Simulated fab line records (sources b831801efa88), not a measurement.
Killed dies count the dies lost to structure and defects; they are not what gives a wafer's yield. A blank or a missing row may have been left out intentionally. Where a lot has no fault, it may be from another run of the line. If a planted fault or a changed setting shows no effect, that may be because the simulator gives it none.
Problem report, 8D (eight disciplines) form, completed by code :: flow gf180mcu :: the parts of the form that need people (team, actions taken, sign-off) are left out

1. PROBLEM STATEMENT
A mean of 247.2 nm is read at GF_V2_CD_MEAS_14 for cd-nm, taken on 1 wafer of 1 lot, against 259.7 nm (standard deviation 1.2) on wafers free of any fault. Measured from the usual mean, that is -10 standard deviations.
The step: target cd 260 nm.
Seen first at day 25 08:43 on cd-sem-01, wafer L665.1. The record has a number at this step for 36 wafers belonging to 12 lots. By rule, "out" or "out of limits" means more than 4 standard deviations away from the usual mean. The rest of the wafers with a number are treated as sound.

2. WHAT IT IS, WHAT IT ISN'T
question: which readings at this step
is: cd-nm
is not: -

question: which lots
is: L665
is not: L651, L652, L653, L654, L655, L656, L657, L658, L659, L661, L666

question: which wafers of those lots
is: L665.1
is not: L665.3, L665.5

question: read on which gauges
is: cd-sem-01
is not: cd-sem-02

question: when
is: from day 25 08:43
is not: up to then (32 sound wafers); but 3 sound wafers of L666 came after

3. WHAT RULES OUT EACH SUSPECT
Counting: a tool at a process step up to the reading stays a suspect if it ran every lot that is out. Sound lots after the first of them don't rule it out here, since some wafers of a struck lot are sound.
- the gauge at GF_V2_CD_MEAS_14: ruled out. All the wafers that are out were read on cd-sem-01, but those of them that GF_V2_SOFTBAKE_10 has rows for are out there too, on other tools.
- pvd-sputter-04 at GF_M2_SPUTTER_02 (material AlCu, target thk 450 nm, time 23.9 s): kept. It ran the lot that is out, L665 (day 23 10:16); its last sound lot up to then is L657 (day 20 08:42).
- litho-track-04 at GF_V2_SOFTBAKE_10 (time 60 s): kept. It ran the lot that is out, L665 (day 24 21:00); its last sound lot up to then is L659 (day 23 02:00). Its own readings are out on those wafers: heater-power-total-W, run-length-s.
Left after counting: pvd-sputter-04 at GF_M2_SPUTTER_02, litho-track-04 at GF_V2_SOFTBAKE_10.

4. THE CAUSE (what the simulator had put in)
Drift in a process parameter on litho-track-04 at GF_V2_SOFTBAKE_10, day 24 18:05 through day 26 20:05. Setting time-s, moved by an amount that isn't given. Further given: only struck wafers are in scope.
This tool is one of the 2 suspects left after counting.

5. THE CHAIN OF EFFECTS, in route order
One row per reading whose mean, taken over the struck wafers that have a number, lies over 3 standard deviations from the usual. Only readings whose record carries a usual standard deviation are examined. hours: median over the lots of the time between each lot's start at the first step of this table that gives one and its start at this step. sigmas: the change, counted in usual standard deviations.
hours: 0
step: GF_V2_SOFTBAKE_10
reading: heater-power-total-W
usual: 93.06 W
on struck wafers: 118.84
change: +25.78
sigmas: +99 or more

hours: 0
step: GF_V2_SOFTBAKE_10
reading: run-length-s
usual: 89.17 s
on struck wafers: 56.96
change: -32.21
sigmas: -99 or more

hours: 12
step: GF_V2_CD_MEAS_14
reading: cd-nm
usual: 259.7 nm
on struck wafers: 247.2
change: -12.5
sigmas: -10
It contains these process steps:
- GF_V2_SOFTBAKE_10: time 60 s.

6. WHAT WOULD HAVE CAUGHT IT SOONER
Counted from the fault's start at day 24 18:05, it took 15 hours until the first out-of-limits reading at a measuring or inspecting step in this record, taken at day 25 08:43.
The tool's own readings at GF_V2_SOFTBAKE_10 were out on every struck wafer that the step has a row for (heater-power-total-W, run-length-s): an alarm limit on them would have fired on the first of those.
Lots out: 1; all had begun GF_V2_SOFTBAKE_10 on litho-track-04 by day 25 08:43. Tool hold at that time: it would have spared none of them.
